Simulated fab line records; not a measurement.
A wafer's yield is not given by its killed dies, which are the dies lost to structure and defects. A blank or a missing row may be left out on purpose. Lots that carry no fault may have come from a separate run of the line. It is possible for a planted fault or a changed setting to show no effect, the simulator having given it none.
fab line records    flow sky130
record lots=15  wafers=45  last_day=50
route steps=708 shown FIELD_ISO@5 VT_ADJUST_NCORE@129 VT_ADJUST_HVTR@141 SD_N@356
lots that met no fault: from a run of the same line without faults
start_h: start of the lot's first displayed wafer, in hours after the record's first day    wait_h: how many hours have passed since the lot's step before this one    " as in the row above    L1.1+2: several wafers, shown together as one row    - value missing, or start not given    * or withheld: withheld    < > ~ a bound
route shown NAME@n: NAME is a module with steps in the file, n the number in the route of the first one    usual: average and standard deviation across the fault-free wafers    same: alike in all rows    chamber/n: place in a boat    sites: each site's reading    _std_site: standard deviation of those values    _edge_site: mean of outer sites minus mean of inner sites    radius_mm: for every site, how far away it sits from the centre of the wafer    mask NAME#n: copy n    behind: tool/chamber where the wafer was last shaped    hold: why the lot went on hold/how many hours it stayed there/how the hold came to an end    device: which transistor (n, p or np) failed to switch    end of line: tests of these same wafers at the route's end    for a step that has no rows: nothing shown but its recipe    killed: the dies lost at the first sort to structure and to defects; this is not the yield of the wafer    map: dies across one wafer; x = killed, . = not, _ = none there
set.NAME: setting as actually run; set.NAME@STEP: the setting as run at that earlier step    model.NAME: the simulator's own value behind a step, which no gauge read
a sample of lots followed through the steps of the route, with each step as a table and each wafer as a row
services: from which hour (start_h, from the record's first day; less than 0 if before it) a tool's chamber was out of use, for how many hours, and why
## steps
# step SKY_FIELD_ISO_THK_MEAS_04
# recipe reads=Si3N4_of_FIELD_ISO_CVD_03
# usual FIELD_ISO_CVD_03_THK=164.1/1.4
lot.wafer  tool           chamber  start_h  wait_h  FIELD_ISO_CVD_03_THK[nm]
L395.1     film_metro-04  -        14.44    0.0     162.3
L395.5     "              -        "        "       161.3
L395.6     "              -        "        "       163.4
L396.3     film_metro-01  -        19.55    0.0     162.4
L396.4     "              -        "        "       162.4
L396.5     "              -        "        "       162.4
L397.2     film_metro-03  -        23.62    0.0     162.9
L397.5     "              -        "        "       161.8
L397.6     "              -        "        "       162.0
L398.1     film_metro-04  -        29.47    0.0     164.0
L398.2     "              -        "        "       163.6
L398.4     "              -        "        "       164.2
L402.2     film_metro-01  -        48.49    0.0     163.7
L402.3     "              -        "        "       163.8
L402.5     "              -        "        "       164.7
L403.1     film_metro-04  -        53.48    0.0     164.2
L403.2     "              -        "        "       162.8
L403.4     "              -        "        "       165.1
L405.4     film_metro-04  -        63.96    0.0     165.0
L405.5     "              -        "        "       164.4
L405.6     "              -        "        "       164.0
L408.1     film_metro-01  -        79.44    0.0     163.2
L408.3     "              -        "        "       162.3
L408.4     "              -        "        "       162.9
L409.1     film_metro-04  -        84.84    0.0     163.6
L409.2     "              -        "        "       164.6
L409.3     "              -        "        "       162.4
L410.3     film_metro-01  -        90.33    0.0     164.5
L410.5     "              -        "        "       165.3
L410.6     "              -        "        "       165.4
L411.3     film_metro-03  -        94.53    0.0     162.6
L411.5     "              -        "        "       164.8
L411.6     "              -        "        "       164.2
L414.1     film_metro-01  -        110.62   0.0     164.8
L414.3     "              -        "        "       164.1
L414.4     "              -        "        "       164.7
L415.1     film_metro-01  -        117.20   0.0     163.0
L415.3     "              -        "        "       161.8
L415.6     "              -        "        "       163.5
L417.2     film_metro-01  -        125.18   0.0     165.0
L417.3     "              -        "        "       165.0
L417.6     "              -        "        "       166.4
L418.3     film_metro-03  -        129.53   0.0     162.7
L418.4     "              -        "        "       163.1
L418.6     "              -        "        "       163.3
# step SKY_FIELD_ISO_ETCH_14
# recipe chemistry=N2/H2  target=BARC  ion_energy_ev=200  source_w=500  bias_w=100  pressure_mtorr=30  n2_flow_sccm=100  h2_flow_sccm=200  stop_on=SiO2  time_s=45.9  target_depth_a=600
# usual drypump_motor_current_A=5.8/0.38  oes_product_au=0.855/0.0051  throttle_valve_pct=13.224/0.0091
lot.wafer  tool         chamber  start_h  wait_h  drypump_motor_current_A  oes_product_au  rf_hours_counter_h  throttle_valve_pct
L395.1     rie_diel-04  2        29.70    0.1     5.7                      0.856           120                 13.214
L395.5     "            2        "        "       5.7                      0.853           -                   13.221
L395.6     "            3        "        "       5.7                      0.860           -                   13.213
L396.3     rie_diel-03  3        34.74    0.1     5.8                      0.856           3                   13.231
L396.4     "            3        "        "       5.8                      0.849           -                   13.220
L396.5     "            0        "        "       5.9                      0.861           -                   13.231
L397.2     rie_diel-01  3        39.12    0.1     5.6                      0.861           130                 13.220
L397.5     "            0        "        "       6.0                      0.858           -                   13.220
L397.6     "            1        "        "       5.7                      0.848           -                   13.229
L398.1     rie_diel-03  3        45.37    0.1     5.8                      0.852           4                   13.207
L398.2     "            0        "        "       5.9                      0.846           8                   13.222
L398.4     "            0        "        "       5.9                      0.854           -                   13.225
L402.2     rie_diel-01  0        65.10    0.1     6.0                      0.856           4                   13.205
L402.3     "            2        "        "       5.9                      0.853           53                  13.245
L402.5     "            0        "        "       6.0                      0.845           -                   13.231
L403.1     rie_diel-03  3        69.22    0.1     5.8                      0.851           4                   13.214
L403.2     "            0        "        "       6.0                      0.858           8                   13.236
L403.4     "            2        "        "       4.6                      0.861           0                   13.212
L405.4     rie_diel-04  2        80.85    0.0     5.7                      0.860           120                 13.230
L405.5     "            1        "        "       6.5                      0.858           -                   13.232
L405.6     "            2        "        "       5.8                      0.843           -                   13.221
L408.1     rie_diel-04  0        95.92    0.1     5.7                      0.850           2                   13.239
L408.3     "            2        "        "       5.7                      0.859           121                 13.230
L408.4     "            1        "        "       6.5                      0.855           63                  13.209
L409.1     rie_diel-03  2        102.72   0.1     4.6                      0.855           1                   13.229
L409.2     "            1        "        "       5.6                      0.854           7                   13.217
L409.3     "            3        "        "       5.9                      0.860           5                   13.228
L410.3     rie_diel-04  1        107.92   0.1     6.5                      0.848           64                  13.221
L410.5     "            2        "        "       5.8                      0.861           -                   13.213
L410.6     "            1        "        "       6.5                      0.859           -                   13.217
L411.3     rie_diel-01  0        112.58   0.1     6.0                      0.859           5                   13.246
L411.5     "            1        "        "       5.7                      0.855           -                   13.230
L411.6     "            0        "        "       6.0                      0.854           -                   13.211
L414.1     rie_diel-03  0        129.22   0.1     5.9                      0.856           10                  13.222
L414.3     "            3        "        "       5.8                      0.859           5                   13.237
L414.4     "            1        "        "       5.6                      0.860           -                   13.229
L415.1     rie_diel-01  1        135.62   0.1     5.7                      0.854           107                 13.226
L415.3     "            2        "        "       5.9                      0.857           54                  13.218
L415.6     "            1        "        "       5.7                      0.856           -                   13.216
L417.2     rie_diel-03  1        143.92   0.1     5.6                      0.864           7                   13.211
L417.3     "            3        "        "       5.8                      0.855           6                   13.229
L417.6     "            1        "        "       5.6                      0.856           -                   13.227
L418.3     rie_diel-04  2        148.35   0.1     5.8                      0.855           122                 13.220
L418.4     "            1        "        "       6.5                      0.861           64                  13.228
L418.6     "            2        "        "       5.8                      0.856           -                   13.222
# step SKY_VT_ADJUST_NCORE_STRIP_10
# recipe chemistry=O2/N2  power_w=1400  pressure_mtorr=1500  platen_temp_c=withheld  o2_flow_sccm=2881  n2_flow_sccm=300  overash_fraction=0.5
# usual chamber_pressure_mTorr=1499.9/1.4  drypump_motor_current_A=5.8/0.62  oes_product_au=0.715/0.0046  strip_time_to_endpoint_s=14.22/0.045
lot.wafer  tool             chamber  start_h  wait_h  chamber_pressure_mTorr  drypump_motor_current_A  oes_product_au  rf_hours_counter_h  strip_time_to_endpoint_s
L395.1     plasma_asher-02  1        184.05   0.1     1500.3                  6.2                      0.719           38                  14.29
L395.5     "                1        "        "       1500.1                  6.2                      0.713           -                   14.32
L395.6     "                0        "        "       1501.5                  6.3                      0.718           -                   14.33
L396.3     plasma_asher-04  0        190.17   0.1     1501.3                  5.0                      0.716           -                   14.29
L396.4     "                1        "        "       1499.2                  5.4                      0.713           -                   14.28
L396.5     "                0        "        "       1501.3                  5.0                      0.707           -                   14.30
L397.2     plasma_asher-04  0        194.70   0.1     1497.3                  5.0                      0.715           7                   14.24
L397.5     "                1        "        "       1502.4                  5.4                      0.721           -                   14.21
L397.6     "                0        "        "       1499.4                  5.0                      0.716           -                   14.26
L398.1     plasma_asher-04  1        204.45   0.1     1499.0                  5.4                      0.706           8                   14.18
L398.2     "                0        "        "       1500.5                  5.0                      0.718           8                   14.20
L398.4     "                1        "        "       1501.2                  5.4                      0.719           -                   14.23
L402.2     plasma_asher-03  1        230.80   0.1     1498.8                  6.8                      0.710           53                  14.26
L402.3     "                0        "        "       1502.9                  5.7                      0.717           -                   14.27
L402.5     "                0        "        "       1498.6                  5.7                      0.716           -                   14.27
L403.1     plasma_asher-02  1        236.55   0.1     1502.3                  6.2                      0.712           43                  14.21
L403.2     "                0        "        "       1497.2                  6.3                      0.718           43                  14.22
L403.4     "                1        "        "       1499.6                  6.2                      0.721           -                   14.22
L405.4     plasma_asher-04  0        250.10   0.1     1501.9                  5.0                      0.715           -                   14.18
L405.5     "                1        "        "       1501.2                  5.4                      0.717           -                   14.19
L405.6     "                0        "        "       1498.8                  5.0                      0.717           -                   14.15
L408.1     plasma_asher-02  1        268.24   0.1     -                       -                        -               -                   -
L408.3     "                1        "        "       -                       -                        -               -                   -
L408.4     "                0        "        "       -                       -                        -               -                   -
L409.1     plasma_asher-04  0        284.99   0.1     -                       -                        -               -                   -
L409.2     "                1        "        "       -                       -                        -               -                   -
L409.3     "                0        "        "       -                       -                        -               -                   -
L410.3     plasma_asher-02  0        295.62   0.1     -                       -                        -               -                   -
L410.5     "                1        "        "       -                       -                        -               -                   -
L410.6     "                0        "        "       -                       -                        -               -                   -
L411.3     plasma_asher-04  0        296.39   0.1     1501.8                  5.0                      0.718           -                   14.27
L411.5     "                1        "        "       1501.1                  5.4                      0.717           -                   14.25
L411.6     "                0        "        "       1499.5                  5.0                      0.717           -                   14.29
L414.1     plasma_asher-02  1        314.20   0.1     1500.7                  6.2                      0.712           50                  14.27
L414.3     "                1        "        "       1495.9                  6.1                      0.708           -                   14.25
L414.4     "                0        "        "       1500.4                  6.3                      0.713           -                   14.25
L415.1     plasma_asher-04  0        326.37   0.1     1499.3                  5.0                      0.714           20                  14.21
L415.3     "                1        "        "       1499.1                  5.4                      0.707           -                   14.15
L415.6     "                0        "        "       1498.2                  5.0                      0.720           -                   14.20
L417.2     plasma_asher-03  1        337.75   0.1     1498.4                  6.8                      0.713           63                  14.21
L417.3     "                1        "        "       1502.0                  6.8                      0.708           -                   14.23
L417.6     "                1        "        "       1499.5                  6.8                      0.722           -                   14.21
L418.3     plasma_asher-04  0        341.79   0.1     1498.6                  5.0                      0.711           -                   14.21
L418.4     "                1        "        "       1499.1                  5.4                      0.708           -                   14.13
L418.6     "                1        "        "       1500.8                  5.4                      0.707           -                   14.19
# step SKY_VT_ADJUST_HVTR_STRIP_10
# recipe chemistry=O2/N2  power_w=1400  pressure_mtorr=1500  platen_temp_c=withheld  o2_flow_sccm=3000  n2_flow_sccm=300  overash_fraction=0.5
# usual chamber_pressure_mTorr=1500.2/1.3  drypump_motor_current_A=5.6/0.57  oes_product_au=0.716/0.0045  strip_time_to_endpoint_s=14.19/0.045
lot.wafer  tool             chamber  start_h  wait_h  chamber_pressure_mTorr  drypump_motor_current_A  oes_product_au  rf_hours_counter_h  strip_time_to_endpoint_s
L395.1     plasma_asher-04  0        205.49   0.1     1501.9                  5.0                      0.716           8                   14.19
L395.5     "                1        "        "       1500.6                  5.4                      0.718           -                   14.22
L395.6     "                0        "        "       1499.9                  5.0                      0.719           -                   14.22
L396.3     plasma_asher-01  1        211.67   0.1     1499.8                  6.2                      0.717           -                   14.12
L396.4     "                0        "        "       1502.0                  5.5                      0.712           -                   14.15
L396.5     "                1        "        "       1499.7                  6.3                      0.717           -                   14.15
L397.2     plasma_asher-01  1        217.49   0.1     1503.2                  6.2                      0.720           54                  14.20
L397.5     "                1        "        "       1500.3                  6.3                      0.721           -                   14.21
L397.6     "                0        "        "       1501.3                  5.4                      0.719           -                   14.17
L398.1     plasma_asher-04  1        227.15   0.1     1501.5                  5.4                      0.719           10                  14.13
L398.2     "                0        "        "       1500.8                  5.0                      0.721           10                  14.15
L398.4     "                0        "        "       1501.8                  5.0                      0.715           -                   14.19
L402.2     plasma_asher-04  0        254.24   0.1     1499.6                  5.0                      0.712           13                  14.22
L402.3     "                1        "        "       1498.5                  5.4                      0.709           -                   14.21
L402.5     "                0        "        "       1498.9                  5.0                      0.718           -                   14.20
L403.1     plasma_asher-04  1        259.44   0.1     1498.6                  5.4                      0.711           13                  14.24
L403.2     "                0        "        "       1498.9                  5.0                      0.711           13                  14.23
L403.4     "                1        "        "       1501.3                  5.4                      0.715           -                   14.23
L405.4     plasma_asher-01  0        273.99   0.1     1499.7                  5.5                      0.717           -                   14.23
L405.5     "                1        "        "       1499.7                  6.2                      0.723           -                   14.25
L405.6     "                0        "        "       1501.8                  5.5                      0.713           -                   14.24
L408.1     plasma_asher-04  1        293.21   0.1     1498.6                  5.4                      0.728           17                  31.28
L408.3     "                1        "        "       1499.1                  5.4                      0.722           -                   31.25
L408.4     "                0        "        "       1501.0                  5.0                      0.720           -                   31.23
L409.1     plasma_asher-04  1        310.39   0.1     1498.9                  5.4                      0.721           19                  31.30
L409.2     "                0        "        "       1500.7                  5.0                      0.720           19                  31.20
L409.3     "                0        "        "       1501.2                  5.0                      0.725           -                   31.19
L410.3     plasma_asher-01  1        321.27   0.1     1499.8                  6.3                      0.720           -                   31.25
L410.5     "                0        "        "       1499.8                  5.5                      0.720           -                   31.30
L410.6     "                1        "        "       1499.2                  6.3                      0.725           -                   31.25
L411.3     plasma_asher-04  1        322.54   0.1     1500.6                  5.4                      0.718           -                   14.10
L411.5     "                1        "        "       1499.6                  5.4                      0.707           -                   14.08
L411.6     "                0        "        "       1501.5                  5.0                      0.712           -                   14.06
L414.1     plasma_asher-03  0        340.69   0.1     1500.1                  5.8                      0.720           63                  14.17
L414.3     "                1        "        "       1498.3                  6.8                      0.719           -                   14.16
L414.4     "                0        "        "       1500.2                  5.8                      0.704           -                   14.18
L415.1     plasma_asher-03  1        353.60   0.1     1501.0                  6.8                      0.715           65                  14.18
L415.3     "                0        "        "       1497.8                  5.7                      0.710           -                   14.19
L415.6     "                1        "        "       1500.7                  6.8                      0.711           -                   14.22
L417.2     plasma_asher-04  1        365.99   0.1     1499.7                  5.4                      0.715           24                  14.11
L417.3     "                1        "        "       1501.9                  5.4                      0.718           -                   14.15
L417.6     "                1        "        "       1501.2                  5.4                      0.712           -                   14.12
L418.3     plasma_asher-01  0        369.82   0.1     1501.8                  5.5                      0.710           -                   14.22
L418.4     "                1        "        "       1498.3                  6.3                      0.715           -                   14.18
L418.6     "                0        "        "       1501.8                  5.5                      0.713           -                   14.22
# step SKY_VT_ADJUST_HVTR_TW_MEAS_11
# usual VT_ADJUST_HVTR_TW=212/3.2
lot.wafer  tool           chamber  start_h  wait_h  VT_ADJUST_HVTR_TW
L395.1     film_metro-01  -        205.59   0.1     208
L395.5     "              -        "        "       208
L395.6     "              -        "        "       207
L396.3     film_metro-02  -        211.76   0.1     211
L396.4     "              -        "        "       211
L396.5     "              -        "        "       211
L397.2     film_metro-02  -        217.60   0.1     210
L397.5     "              -        "        "       210
L397.6     "              -        "        "       209
L398.1     film_metro-01  -        227.25   0.1     208
L398.2     "              -        "        "       208
L398.4     "              -        "        "       209
L402.2     film_metro-02  -        254.35   0.1     211
L402.3     "              -        "        "       213
L402.5     "              -        "        "       212
L403.1     film_metro-03  -        259.54   0.1     216
L403.2     "              -        "        "       216
L403.4     "              -        "        "       215
L405.4     film_metro-03  -        274.08   0.1     214
L405.5     "              -        "        "       214
L405.6     "              -        "        "       214
L408.1     film_metro-03  -        293.31   0.1     31
L408.3     "              -        "        "       30
L408.4     "              -        "        "       30
L409.1     film_metro-03  -        310.49   0.1     31
L409.2     "              -        "        "       30
L409.3     "              -        "        "       31
L410.3     film_metro-01  -        321.36   0.1     30
L410.5     "              -        "        "       30
L410.6     "              -        "        "       30
L411.3     film_metro-03  -        322.63   0.1     215
L411.5     "              -        "        "       216
L411.6     "              -        "        "       216
L414.1     film_metro-03  -        340.79   0.1     215
L414.3     "              -        "        "       214
L414.4     "              -        "        "       214
L415.1     film_metro-02  -        353.70   0.1     210
L415.3     "              -        "        "       210
L415.6     "              -        "        "       210
L417.2     film_metro-03  -        366.10   0.1     217
L417.3     "              -        "        "       216
L417.6     "              -        "        "       217
L418.3     film_metro-03  -        369.91   0.1     216
L418.4     "              -        "        "       216
L418.6     "              -        "        "       216
# step SKY_SD_N_RTA_14
# recipe temp_c=1075  time_s=2  idle_temp_c=650  ramp_up_c_per_s=150  ramp_down_c_per_s=90  ambient=N2
# usual lamp_power_pct=15.74/0.057  wafer_temp_C_max=1078.0/1.4
lot.wafer  tool           chamber  start_h  wait_h  lamp_power_pct  wafer_temp_C_max
L395.1     rtp_anneal-01  0        650.85   0.0     15.81           1079.4
L395.5     "              0        "        "       15.75           1077.4
L395.6     "              0        "        "       15.66           1078.0
L396.3     rtp_anneal-02  0        656.68   0.0     15.76           1079.4
L396.4     "              0        "        "       15.75           1081.6
L396.5     "              0        "        "       15.77           1080.7
L397.2     rtp_anneal-01  0        664.34   0.0     15.74           1077.3
L397.5     "              0        "        "       15.72           1079.2
L397.6     "              0        "        "       15.72           1077.6
L398.1     rtp_anneal-02  0        671.13   0.0     15.77           1081.0
L398.2     "              0        "        "       15.82           1079.5
L398.4     "              0        "        "       15.77           1078.8
L402.2     rtp_anneal-02  0        709.89   0.0     15.69           1078.3
L402.3     "              0        "        "       15.79           1076.7
L402.5     "              0        "        "       15.69           1078.2
L403.1     rtp_anneal-01  0        718.20   0.0     15.78           1077.3
L403.2     "              0        "        "       15.75           1075.6
L403.4     "              0        "        "       15.78           1076.8
L405.4     rtp_anneal-01  0        731.20   0.0     15.66           1077.1
L405.5     "              0        "        "       15.65           1079.6
L405.6     "              0        "        "       15.74           1076.3
L408.1     rtp_anneal-02  0        748.78   0.0     15.74           1082.4
L408.3     "              0        "        "       15.71           1078.2
L408.4     "              0        "        "       15.78           1078.4
L409.1     rtp_anneal-01  0        767.25   0.0     15.79           1078.7
L409.2     "              0        "        "       15.68           1076.8
L409.3     "              0        "        "       15.75           1078.5
L410.3     rtp_anneal-02  0        778.66   0.0     15.77           1079.2
L410.5     "              0        "        "       15.80           1079.7
L410.6     "              0        "        "       15.74           1076.8
L411.3     rtp_anneal-01  0        779.24   0.0     15.75           1078.6
L411.5     "              0        "        "       15.72           1078.7
L411.6     "              0        "        "       15.63           1080.2
L414.1     rtp_anneal-02  0        797.53   0.0     15.78           1079.9
L414.3     "              0        "        "       15.82           1076.6
L414.4     "              0        "        "       15.73           1077.9
L415.1     rtp_anneal-01  0        806.45   0.0     15.77           1077.6
L415.3     "              0        "        "       15.69           1076.3
L415.6     "              0        "        "       15.74           1078.0
L417.2     rtp_anneal-01  0        817.76   0.0     15.75           1077.4
L417.3     "              0        "        "       15.79           1079.8
L417.6     "              0        "        "       15.82           1076.6
L418.3     rtp_anneal-02  0        820.34   0.0     15.78           1080.0
L418.4     "              0        "        "       15.82           1079.7
L418.6     "              0        "        "       15.71           1078.3
## services
tool             chamber  start_h  hours  kind
rie_diel-03      1        27.46    19.3   repair
rie_diel-03      2        69.75    12.8   repair
rie_diel-03      2        86.27    1.9    repair
plasma_asher-04  -        108.80   9.0    pm
rie_diel-03      2        125.85   3.4    repair
rie_diel-03      0        164.96   9.7    repair
rie_diel-03      0        177.13   3.2    repair
rie_diel-03      3        188.65   4.4    repair
plasma_asher-04  -        199.24   2.8    pm
rtp_anneal-02    -        212.42   2.4    pm
plasma_asher-04  -        217.45   0.4    repair
rie_diel-03      1        261.59   2.9    repair
rie_diel-03      0        307.74   9.4    repair
rie_diel-03      1        331.49   4.2    repair
rie_diel-03      -        335.12   0.3    repair
rie_diel-03      -        491.76   2.8    pm
rie_diel-03      1        514.22   47.6   repair
rie_diel-03      2        523.45   2.3    repair
rie_diel-03      3        594.02   6.8    repair
rie_diel-03      2        608.93   3.3    repair
rtp_anneal-02    -        633.47   0.8    pm
plasma_asher-04  -        708.31   4.0    pm
rtp_anneal-01    -        741.37   3.2    pm
plasma_asher-04  -        807.57   1.1    repair
## key
first_sign step=SKY_VT_ADJUST_NCORE_STRIP_10  reading=tool_record  direction=missing
effect step=SKY_VT_ADJUST_HVTR_STRIP_10  reading=strip_time_to_endpoint_s  direction=up  sigmas=99+  usual=*  struck=*
effect step=SKY_VT_ADJUST_HVTR_TW_MEAS_11  reading=VT_ADJUST_HVTR_TW  direction=down  sigmas=57  usual=212  struck=30
met_at SKY_VT_ADJUST_NCORE_STRIP_10
struck_lots L408,L409,L410
sort_left_out L408.1,L408.3,L408.4,L409.1,L409.2,L409.3,L410.3,L410.5,L410.6
tester_left_out L408,L409,L410
not_acting_at SKY_FIELD_ISO_THK_MEAS_04,SKY_FIELD_ISO_ETCH_14,SKY_SD_N_RTA_14
onset_between 250.10 268.24
fault kind=skipped_step_whole  tool=plasma_asher-02,plasma_asher-04  chamber=-  onset_h=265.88  steps=SKY_VT_ADJUST_NCORE_STRIP_10  scope=struck_lots_only
# tester_left_out: of these lots the tester's yield and bins aren't shown, on N5 and GAA mostly nor the transistor test; their killed dies are dies lost to structure and defects alone, not to doping, threshold or leakage, so they don't give the yield
# sort_left_out: the simulated sort isn't trusted on such a fault, so these wafers' sort isn't shown, and their yield isn't known
